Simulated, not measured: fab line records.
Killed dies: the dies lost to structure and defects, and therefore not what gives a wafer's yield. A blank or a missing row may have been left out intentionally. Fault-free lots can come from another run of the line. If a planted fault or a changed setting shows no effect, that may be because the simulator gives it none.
One fault seen from 2 desks + flow sky130 + what lay behind the numbers comes last; until then each desk has only its own

AT THE METROLOGY DESK
Means of the sampled wafers that have a number, per lot and without regard to the tool the lot ran on: this is what the gauges read. The brackets show how far a lot's mean lies from the usual mean; more than 4 standard deviations puts the lot out of limits, marked OUT.
Columns: A = POLY_GATE_CVD_03_THK at SKY_POLY_GATE_THK_MEAS_04, usual 75.4 nm; B = cdNm at SKY_POLY_GATE_CD_MEAS_13, usual 150.3 nm; C = POLY_GATE_OVL at SKY_POLY_GATE_OVL_MEAS_14, usual 2 nm
| lot  | first seen here | A    | B     | C  |
|------|-----------------|------|-------|----|
| L779 | day 14 18:27    | 74.7 | 148.8 | 4  |
| L783 | day 16 05:31    | 75.4 | 150.1 | 9  |
| L789 | day 19 14:19    | 76.4 | 150.1 | 1  |
| L792 | day 20 04:07    | 75.6 | 150.0 | 0  |
| L794 | day 20 19:59    | 76.7 | 150.5 | -8 |
| L796 | day 21 15:52    | 76.0 | 148.6 | 5  |
Result from this desk: across the 6 lots, nothing is out of limits.

FOR THE TOOL OWNER'S DESK: rieDiel-01
The tool's own readings at SKY_POLY_GATE_ETCH_16 (etches Si3N4 in CH3F/O2, stops on poly-Si, time 147.5 s, target depth 75 nm): means of the sampled wafers that have a number, for each lot that ran on this tool. The brackets show how far a lot's mean lies from the usual mean; more than 4 standard deviations puts the lot out of limits, marked OUT.
Columns: A = biasW at SKY_POLY_GATE_ETCH_16, usual 80.01 W; B = drypumpMotorCurrentA at SKY_POLY_GATE_ETCH_16, usual 5.8 A; C = oesProductAu at SKY_POLY_GATE_ETCH_16, usual 0.642 a.u.; D = throttleValvePct at SKY_POLY_GATE_ETCH_16, usual 10.534 %
| lot  | first seen here | A               | B   | C     | D      |
|------|-----------------|-----------------|-----|-------|--------|
| L783 | day 17 10:15    | 80.20           | 5.6 | 0.640 | 10.529 |
| L789 | day 20 21:22    | 84.06 (+16) OUT | 5.5 | 0.645 | 10.532 |
| L792 | day 21 10:52    | 83.90 (+15) OUT | 5.8 | 0.642 | 10.532 |
This desk finds L789, L792 out of limits, L789 being first, at day 20 21:22 (biasW at SKY_POLY_GATE_ETCH_16). L783: within limits.

BROUGHT TOGETHER
The tool owner's desk had the chance to raise an alarm at day 20 21:22 on L789, L792.
From the metrology desk's view, nothing was out of limits.
The metrology desk holds a record of L789, L792, inside its limits.
Of the lots named, all ran SKY_POLY_GATE_ETCH_16 on rieDiel-01.

WHAT WAS PUT IN BY THE SIMULATOR
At SKY_POLY_GATE_ETCH_16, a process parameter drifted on rieDiel-01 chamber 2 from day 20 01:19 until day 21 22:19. Setting biasW shifted by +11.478 from 80. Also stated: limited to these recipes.
Lots struck among those shown: L789, L792.
Each desk's first reading out of limits, in hours after the fault started: the tool owner's desk, 20.
